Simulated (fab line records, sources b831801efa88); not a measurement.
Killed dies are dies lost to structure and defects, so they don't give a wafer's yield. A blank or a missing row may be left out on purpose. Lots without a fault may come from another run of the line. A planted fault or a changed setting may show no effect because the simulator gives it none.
Chamber matching | flow gf180mcu | GF_SAB_ETCH_11 on rie_diel-01: 4 sister chambers
The step etches SiO2 in C4F8/O2/Ar, target depth 55 nm, time 8.5 s. 14 wafers are shown with their chamber, then 6 later ones without.

WAFERS WITH THEIR CHAMBER
wafer  | chamber | rf_fwd_power_W (W) | oes_product_au (a.u.) | bias_w (W)
L623.1 | 2       | 1461               | 1.001                 | 1197
L623.2 | 0       | 1480               | 0.995                 | 1202
L623.3 | 1       | 1477               | 0.997                 | 1199
L626.2 | 3       | 1479               | 1.019                 | 1208
L626.3 | 0       | 1492               | 0.994                 | 1199
L626.5 | 2       | 1463               | 1.014                 | 1199
L630.1 | 0       | 1480               | 0.999                 | 1201
L630.6 | 3       | 1478               | 1.016                 | 1200
L634.1 | 1       | 1476               | 1.013                 | 1202
L634.2 | 2       | 1454               | 0.991                 | 1198
L634.4 | 3       | 1488               | 1.013                 | 1201
L636.1 | 0       | 1478               | 1.012                 | 1197
L636.4 | 1       | 1471               | 1.003                 | 1202
L636.6 | 2       | 1459               | 1.002                 | 1200

SIGNATURES (means of the wafers above)
reading        | chamber 0 | chamber 1 | chamber 2 | chamber 3 | scatter within a chamber
rf_fwd_power_W | 1482.50   | 1474.67   | 1459.25   | 1481.67   | 4.99
oes_product_au | 1.00000   | 1.00433   | 1.00200   | 1.01600   | 0.00788
bias_w         | 1199.75   | 1201.00   | 1198.50   | 1203.00   | 2.52
Rule: a wafer's distance from a chamber is the root of the sum, over the readings, of the square of ((its reading less the chamber's mean) divided by the reading's scatter). The wafer belongs to the nearest chamber; if the next one is less than 2 further off, it can't be placed. The scatter: the root of (the sum of the squares of (reading less its chamber's mean) over the shown wafers, divided by (wafers less chambers)).

WAFERS WITHOUT THEIR CHAMBER
wafer  | rf_fwd_power_W (W) | oes_product_au (a.u.) | bias_w (W)
L637.2 | 1485               | 0.999                 | 1201
L637.4 | 1483               | 1.012                 | 1199
L637.6 | 1480               | 1.002                 | 1204
L638.2 | 1475               | 1.003                 | 1197
L638.3 | 1484               | 0.996                 | 1193
L638.5 | 1460               | 0.993                 | 1203

WHICH CHAMBER EACH WENT THROUGH
wafer  | from the rows above               | in truth
L637.2 | can't be placed: 0 or 1 or 3      | 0
L637.4 | can't be placed: 0 or 3 or 1      | 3
L637.6 | can't be placed: 1 or 0 or 3      | 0
L638.2 | can't be placed: 1 or 0 or 3 or 2 | 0
L638.3 | can't be placed: 0 or 1 or 3      | 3
L638.5 | can't be placed: 2 or 1           | 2
Placed correctly: 0 of 6. Can't be placed from these rows: 6 (the true chamber is among the candidates in 6). Placed wrongly: 0.
